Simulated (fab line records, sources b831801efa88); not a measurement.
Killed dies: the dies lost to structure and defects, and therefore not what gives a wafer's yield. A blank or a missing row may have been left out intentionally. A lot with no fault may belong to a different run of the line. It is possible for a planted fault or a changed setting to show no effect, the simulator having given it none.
2 desks looking at one fault -- flow sky130 -- each desk has only its own numbers; what lay behind them comes last

AT THE TOOL OWNER'S DESK: plasma asher-04
The tool's own readings at SKY_LI_CONTACT_STRIP_16 (strips in O2/N2): means of the sampled wafers that have a number, for each lot that ran on this tool. Any lot whose mean is over 4 standard deviations away from the usual mean is out of limits and marked OUT; that distance is given in the brackets.
Columns: A = drypump motor current A at SKY_LI_CONTACT_STRIP_16, usual 5.7 A; B = oes product au at SKY_LI_CONTACT_STRIP_16, usual 0.375 a.u.; C = strip time to endpoint s at SKY_LI_CONTACT_STRIP_16, usual 3.486 s
lot,first seen here,A,B,C
L841,day 31 14:43,5.8,0.376,3.446
L843,day 31 18:09,6.1,0.373,3.480
L845,day 31 22:42,5.8,0.378,3.500
L846,day 32 04:16,5.8,0.378,3.493
L848,day 32 22:02,6.0,0.378,3.506
L855,day 35 00:38,5.8,0.373,3.466
L856,day 35 08:52,5.9,0.375,3.506
L857,day 35 11:49,6.0,0.378,3.481
L858,day 35 16:26,6.0,0.377,3.480
L860,day 36 07:09,5.8,0.380,3.488
Result from this desk: across the 10 lots, nothing is out of limits.

THE METROLOGY DESK
What the gauges read, lot by lot, whatever tool the lot ran on: means of the sampled wafers that have a number. Any lot whose mean is over 4 standard deviations away from the usual mean is out of limits and marked OUT; that distance is given in the brackets.
Columns: A = LI_CONTACT_BOW at SKY_LI_CONTACT_BOW_MEAS_03, usual 58 um; B = cd nm at SKY_LOCAL_INTERCONNECT_CD_MEAS_11, usual 170.3 nm
lot,first seen here,A,B
L841,day 30 11:05,59,170.4
L843,day 30 14:18,62,169.5
L844,day 30 15:03,58,169.8
L845,day 30 19:07,67,170.4
L846,day 31 01:07,54,169.1
L848,day 31 18:38,54,170.2
L847,day 31 20:27,59,170.5
L855,day 33 20:59,53,170.1
L856,day 34 05:26,61,169.0
L857,day 34 09:19,55,170.7
L858,day 34 13:19,55,169.6
L860,day 35 04:17,62,171.1
Result from this desk: across the 12 lots, nothing is out of limits.

TAKEN TOGETHER
Nothing out of limits was seen by the tool owner's desk.
From the metrology desk's view, nothing was out of limits.

WHAT WAS PUT IN BY THE SIMULATOR
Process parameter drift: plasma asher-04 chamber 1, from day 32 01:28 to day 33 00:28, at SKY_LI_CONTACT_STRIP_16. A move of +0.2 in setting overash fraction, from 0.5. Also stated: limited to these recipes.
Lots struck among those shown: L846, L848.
